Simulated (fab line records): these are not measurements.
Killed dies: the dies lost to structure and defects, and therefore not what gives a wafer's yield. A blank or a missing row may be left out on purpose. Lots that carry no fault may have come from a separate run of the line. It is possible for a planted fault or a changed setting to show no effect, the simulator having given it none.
One fault through the eyes of 2 desks + flow sky130 + numbers are kept per desk, each desk with only its own; the story behind them comes last

== THE METROLOGY DESK ==
Means of the sampled wafers that have a number, per lot and without regard to the tool the lot ran on: this is what the gauges read. A lot is out of limits, marked OUT, if its mean lies more than 4 standard deviations from the usual mean; the brackets give that distance.
Columns: A = INCOMING_BOW at SKY_FIELD_ISO_BOW_MEAS_00, usual -1 um; B = FIELD_ISO_OXIDATION_00_THK at SKY_FIELD_ISO_THK_MEAS_02, usual 11.97 nm; C = FIELD_ISO_CVD_03_THK at SKY_FIELD_ISO_THK_MEAS_04, usual 164.3 nm; D = cd_nm at SKY_FIELD_ISO_CD_MEAS_13, usual 150.3 nm; E = FIELD_ISO_OXIDATION_01_THK at SKY_FIELD_ISO_THK_MEAS_23, usual 10.01 nm; F = FIELD_ISO_CVD_24_THK at SKY_FIELD_ISO_THK_MEAS_25, usual 594 nm
| lot  | first seen here | A  | B     | C     | D     | E     | F   |
|------|-----------------|----|-------|-------|-------|-------|-----|
| L794 | day 1 15:01     | -1 | 12.01 | 162.6 | 148.8 | 9.73  | 592 |
| L795 | day 1 20:00     | -5 | 12.11 | 164.3 | 151.6 | 10.22 | 594 |
| L803 | day 3 12:01     | 3  | 12.08 | 165.9 | 149.3 | 9.61  | 600 |
| L806 | day 4 03:00     | -1 | 11.50 | 163.9 | 151.0 | 10.21 | 587 |
| L814 | day 5 19:04     | -2 | 12.12 | 164.4 | 152.4 | 10.04 | 593 |
| L815 | day 6 00:02     | -3 | 12.15 | 163.3 | 149.8 | 10.02 | 587 |
Finding of this desk: none of the 6 lots has anything out of limits.

== FOR THE TOOL OWNER'S DESK: furnace-02 ==
The tool's own readings at SKY_FIELD_ISO_OXIDATION_01 (stabilise 600 s, purge 300 s, target thk 12 nm): means of the sampled wafers that have a number, for each lot that ran on this tool. A lot is out of limits, marked OUT, if its mean lies more than 4 standard deviations from the usual mean; the brackets give that distance.
Columns: A = ox_temp_c at SKY_FIELD_ISO_OXIDATION_01, usual 900.1 C; B = ox_temp_c_max at SKY_FIELD_ISO_OXIDATION_01, usual 905.0; C = spike_tc_upper_C at SKY_FIELD_ISO_OXIDATION_01, usual 900.3 C; D = zone_power_top_pct at SKY_FIELD_ISO_OXIDATION_01, usual 36 %
| lot  | first seen here | A     | B     | C     | D  |
|------|-----------------|-------|-------|-------|----|
| L794 | day 1 18:06     | 900.7 | 906.4 | 900.5 | 40 |
| L795 | day 1 22:19     | 900.3 | 905.0 | 901.1 | 40 |
| L803 | day 3 12:30     | 899.9 | 904.5 | 901.1 | 40 |
| L814 | day 5 20:07     | 900.3 | 905.8 | 900.2 | 40 |
| L815 | day 6 01:48     | 900.0 | 905.7 | 899.9 | 40 |
Finding of this desk: none of the 5 lots has anything out of limits.

== PUT TOGETHER ==
Nothing out of limits was seen by the metrology desk.
The tool owner's desk saw nothing out of limits.

== WHAT THE SIMULATOR HAD PUT IN ==
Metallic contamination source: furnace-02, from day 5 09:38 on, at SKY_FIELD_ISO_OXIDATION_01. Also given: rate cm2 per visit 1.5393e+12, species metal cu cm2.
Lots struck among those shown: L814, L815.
